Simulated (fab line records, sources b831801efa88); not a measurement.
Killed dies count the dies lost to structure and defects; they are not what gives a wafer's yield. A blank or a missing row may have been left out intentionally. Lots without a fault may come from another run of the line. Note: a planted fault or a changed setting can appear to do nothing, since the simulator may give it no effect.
Problem report in the 8D (eight disciplines) form, filled by code ; flow sky130 ; the parts of the form that need people (team, actions taken, sign-off) are left out

## 1. WHAT IS WRONG
CAPM_TIN_RS at SKY_CAPM_RS_MEAS_03 reads a mean of 7.38 ohm/sq on 1 wafer of 1 lot; wafers without a fault read 6.95 ohm/sq with a standard deviation of 0.084. Measured from the usual mean, that is +5.1 standard deviations.
The step: measures by four-point-probe.
First observed at day 38 19:01: wafer L799.6, on film_metro-01. Wafers with a number at this step in the record: 37, from 13 lots. Rule for "out", or "out of limits": more than 4 standard deviations from the usual mean. The other wafers with a number count as sound.

## 2. WHAT IT IS AND WHAT IT IS NOT
question;is;is not
which readings at this step;CAPM_TIN_RS;-
which lots;L799;L791, L792, L793, L794, L796, L798, L803, L807, L810, L811, L812, L814
which wafers of those lots;all that have a number;-
read on which gauges;film_metro-01;film_metro-02, film_metro-03
when;from day 38 19:01;"up to then (18 sound wafers); but 18 sound wafers of L803, L807, L810, L811, L812, L814 came after"

## 3. THE SUSPECTS, EACH WITH WHAT RULES IT OUT
Counting: a tool at a process step up to the reading stays a suspect if it ran every lot that is out and no sound lot after the first of them.
- ruled out: the gauge at SKY_CAPM_RS_MEAS_03. All the wafers that are out were read on film_metro-01, but those of them that SKY_CAPM_SPUTTER_02 has rows for are out there too, on other tools.
- rie_diel-03 at SKY_VIA2_ETCH_14 (etches BARC in N2/H2, stops on SiO2, time 45.9 s, target depth 60 nm): ruled out as a lasting fault. The sound lots L807, L810, L811 went through it after L799, its earliest lot that is out (day 38 17:11).
- rie_diel-03 at SKY_VIA2_ETCH_15 (etches SiO2 in C4F8/O2/Ar, stops on TiN, target depth 546 nm, time 84 s): ruled out as a lasting fault. The sound lots L807, L810, L811 went through it after L799, its earliest lot that is out (day 38 17:14).
- pvd_sputter-01 at SKY_CAPM_SPUTTER_02 (material TiN, target thk 200 nm, time 166.7 s): kept. It ran the lot that is out, L799 (day 38 18:52), and no sound lot after that; its last sound lot up to then is L796 (day 38 00:01). Its own cathode_dc_power_W readings are out on those wafers.
After counting, what remains is pvd_sputter-01 at SKY_CAPM_SPUTTER_02.

## 4. THE CAUSE (what the simulator had put in)
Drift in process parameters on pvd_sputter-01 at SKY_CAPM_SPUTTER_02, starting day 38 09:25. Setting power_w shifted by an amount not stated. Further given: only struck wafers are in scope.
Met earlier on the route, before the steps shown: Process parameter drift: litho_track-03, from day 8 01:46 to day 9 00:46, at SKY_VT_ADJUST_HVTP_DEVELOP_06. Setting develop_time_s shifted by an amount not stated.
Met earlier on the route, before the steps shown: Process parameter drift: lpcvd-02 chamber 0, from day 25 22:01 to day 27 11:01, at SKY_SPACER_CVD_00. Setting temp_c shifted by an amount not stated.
Only this tool survived the counting.

## 5. THE EFFECT CHAIN, in route order
One row per reading whose mean, taken over the struck wafers that have a number, lies over 3 standard deviations from the usual. Only readings for which the record gives a usual standard deviation are gone through. hours: the time from each lot's start at the first step in this table that gives one to its start at this step, as a median over the lots. sigmas: the change in usual standard deviations.
hours;step;reading;usual;on struck wafers;change;sigmas
0;SKY_CAPM_SPUTTER_02;cathode_dc_power_W;6499.7 W;6197.4;-302.3;-99 or more
0;SKY_CAPM_RS_MEAS_03;CAPM_TIN_RS;6.95 ohm/sq;7.38;+0.43;+5.1
0;SKY_CAPM_THK_MEAS_04;CAPM_TIN_THK;197.0 nm;184.7;-12.3;-4.7
25;SKY_CAPM_METAL_ETCH_13;oes_product_au;0.937 a.u.;0.908;-0.029;-3.5
It contains these process steps:
- SKY_CAPM_SPUTTER_02: material TiN, target thk 200 nm, time 166.7 s.
- SKY_CAPM_METAL_ETCH_13: etches TiN in Cl2/BCl3, stops on SiO2, target depth 220 nm, time 62.9 s.

## 6. WHAT WOULD HAVE CAUGHT IT SOONER
The first out-of-limits reading at a measuring or inspecting step in this record came at day 38 19:01, 10 hours after the fault's start at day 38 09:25.
Tool's own readings at SKY_CAPM_SPUTTER_02, cathode_dc_power_W: out on all struck wafers the step has rows for; an alarm limit on them would have tripped on the first.
Lots out: 1; all had begun SKY_CAPM_SPUTTER_02 on pvd_sputter-01 by day 38 19:01. Holding the tool at that point would not have protected any of them.
